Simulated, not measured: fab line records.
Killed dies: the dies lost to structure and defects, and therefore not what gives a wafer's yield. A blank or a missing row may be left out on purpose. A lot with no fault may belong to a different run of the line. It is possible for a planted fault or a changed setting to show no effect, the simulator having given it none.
Comparing a struck lot with a sound one / flow sky130 / 26 steps out of a route of 708
Sound: wafers L337.3, L337.5, L337.6. Wafers struck: L346.1, L346.2, L346.3. The cause is given at the end.
At each step with rows: each side's tool, then ch and its chambers, then its first start. Under that, the readings that differ: sound wafers / struck wafers / difference of the means / sigmas: that difference in standard deviations of wafers without a fault.
alike: same words and numbers on both sides, and readings whose means sit less than 2 such deviations apart. not compared: any withheld reading, any reading some wafer has no value for, any bound like >300 that may hide the same value, and any number with overlapping values for which the record gives no deviation.
Wherever a step has rows on one side only, a row that says differs or no value, or a row with sigmas, the two part there. When numbers do not overlap yet have no deviation, they are printed without sigmas and do not part them. A reading that every wafer of one side lacks parts them only if that side has two wafers or more.

first, 10 steps without rows for these wafers: SKY_LOCAL_INTERCONNECT_SOFTBAKE_07 (time 90 s); SKY_LOCAL_INTERCONNECT_EXPOSE_08 (exposes mask LI1M, target cd 170 nm); SKY_LOCAL_INTERCONNECT_PEB_09; SKY_LOCAL_INTERCONNECT_DEVELOP_10 (develop time 60 s); SKY_LOCAL_INTERCONNECT_ETCH_13 (etches BARC in N2/H2, stops on SiO2, time 45.9 s, target depth 60 nm); SKY_LOCAL_INTERCONNECT_METAL_ETCH_14 (etches TiN in Cl2/BCl3, stops on PSG, target depth 110 nm, time 31.4 s); SKY_LOCAL_INTERCONNECT_STRIP_15 (strips in O2/N2); SKY_LOCAL_INTERCONNECT_STRIP_16 (strips in post etch residue remover, time 1200 s); SKY_LOCAL_INTERCONNECT_CLEAN_17 (cleans in IPA, time 180 s); SKY_LOCAL_INTERCONNECT_CLEAN_18 (cleans in O3/DIW).
SKY_CONTACT_CVD_00: deposits Si3N4, target thk 75 nm.
  sound on pecvd-02 ch 0,1, day 32 06:59; struck on pecvd-02 ch 0,2, day 35 22:58
  no value came back on the struck wafers for heater power outer w (W), heater power w (W), rf fwd power W (W); on the sound wafers heater power outer w (W) reads 498 492 449
then, 12 steps without rows for these wafers: SKY_CONTACT_HDPCVD_02 (deposits SiO2, target thk 565 nm, time 94.2 s); SKY_CONTACT_CMP_04 (polishes SiO2); SKY_CONTACT_DEHYDRATE_06 (time 60 s); SKY_CONTACT_HMDS_07 (prime time 60 s); SKY_CONTACT_COAT_08 (resist thk 60 nm); SKY_CONTACT_COAT_09 (resist thk 450 nm); SKY_CONTACT_SOFTBAKE_10 (time 90 s); SKY_CONTACT_EXPOSE_11 (exposes mask CTM1, target cd 170 nm); SKY_CONTACT_PEB_12; SKY_CONTACT_DEVELOP_13 (develop time 60 s); SKY_CONTACT_ETCH_16 (etches BARC in N2/H2, stops on SiO2, time 45.9 s, target depth 60 nm); SKY_CONTACT_ETCH_17 (etches SiO2 in C4F8/O2/Ar, stops on Si3N4, target depth 340 nm).
SKY_CONTACT_ETCH_18: etches Si3N4 in CHF3/O2, stops on TiN, time 39 s, target depth 75 nm.
  sound on rie diel-03 ch 1,2; struck on rie diel-02 ch 1,2,3
reading=oes product au (a.u.); sound=0.836 0.849 0.847; struck=0.376 0.379 0.373; difference=-0.468; sigmas=-57
reading=throttle valve pct (%); sound=8.797 8.786 8.782; struck=8.676 8.672 8.684; difference=-0.111; sigmas=-14
reading=model.etch.depth nm (nm); sound=72.72 74.13 74.74; struck=0 0 0; difference=-74; sigmas=
  alike: drypump motor current A, rf fwd power W
  not compared: rf hours counter h
then, 1 step without rows for these wafers: SKY_CONTACT_STRIP_19 (strips in O2/N2).
-- the record jumps here: 14 days lie between the struck wafers' starts before and after (it left off in module CONTACT and takes up again in module PAD_OPEN, whose first step shown is number 708 of the route) --
SKY_PAD_OPEN_PROBE_99:
  sound on prober-01 at day 47 05:19; struck on prober-02 at day 49 20:31
reading=killed at contacts; sound=27 26 27; struck=423 429 427; difference=+400; sigmas=+77
reading=killed dies; sound=94 69 86; struck=492 492 492; difference=+409; sigmas=+45
reading=killed on rim; sound=19 14 12; struck=96 96 96; difference=+81; sigmas=+22
  alike: killed_at_M0_to_M3, killed_at_M4_up, killed at front end, killed at other, killed open, killed short

WHERE THEY PART
First at SKY_CONTACT_CVD_00; last, within this record, at SKY_PAD_OPEN_PROBE_99.

WHY: whatever the simulator had introduced
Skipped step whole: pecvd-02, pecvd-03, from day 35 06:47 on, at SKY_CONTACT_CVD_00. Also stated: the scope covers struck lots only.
